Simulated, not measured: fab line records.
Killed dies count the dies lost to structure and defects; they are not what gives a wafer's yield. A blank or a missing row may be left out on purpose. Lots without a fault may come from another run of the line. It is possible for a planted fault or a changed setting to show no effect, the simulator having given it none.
One fault seen from 2 desks	flow sky130	numbers are kept per desk, each desk with only its own; the story behind them comes last

== AT THE METROLOGY DESK ==
What the gauges read, lot by lot, whatever tool the lot ran on: means of the sampled wafers that have a number. A lot is out of limits, marked OUT, if its mean lies more than 4 standard deviations from the usual mean; the brackets give that distance.
Columns: A = PASSIVATION_CVD_02_THK at SKY_PASSIVATION_THK_MEAS_03, usual 539 nm; B = PAD_OPEN_BOW at SKY_PAD_OPEN_BOW_MEAS_13, usual 46 um
lot	first seen here	A	B
L634	day 43 21:05	543	49
L635	day 44 03:59	539	44
L636	day 44 11:28	539	50
L641	day 46 00:23	536	48
L643	day 46 19:00	542	37
L645	day 47 01:16	536	39
L646	day 47 10:31	544	39
L649	day 48 00:26	542	32
L651	day 48 05:27	541	45
L654	day 49 02:43	544	51
L655	day 49 08:46	535	41
L656	day 49 13:00	540	51
L657	day 49 13:19	527	45
Finding of this desk: none of the 13 lots has anything out of limits.

== AT THE TOOL OWNER'S DESK: plasma_asher-04 ==
The tool's own readings at SKY_LDD_HVN_STRIP_09 (strips in O2/N2): means of the sampled wafers that have a number, for each lot that ran on this tool. A lot is out of limits, marked OUT, if its mean lies more than 4 standard deviations from the usual mean; the brackets give that distance.
Columns: A = drypump_motor_current_A at SKY_LDD_HVN_STRIP_09, usual 5.54 A; B = oes_product_au at SKY_LDD_HVN_STRIP_09, usual 0.409 a.u.; C = strip_time_to_endpoint_s at SKY_LDD_HVN_STRIP_09, usual 4.139 s
lot	first seen here	A	B	C
L635	day 20 13:14	5.76	0.411	4.132
L645	day 24 10:52	5.80	0.413	4.136
L646	day 25 09:40	5.79	0.408	4.133
Finding of this desk: none of the 3 lots has anything out of limits.

== BROUGHT TOGETHER ==
At the metrology desk, nothing out of limits was observed.
Nothing out of limits was seen by the tool owner's desk.

== WHAT THE SIMULATOR PUT IN ==
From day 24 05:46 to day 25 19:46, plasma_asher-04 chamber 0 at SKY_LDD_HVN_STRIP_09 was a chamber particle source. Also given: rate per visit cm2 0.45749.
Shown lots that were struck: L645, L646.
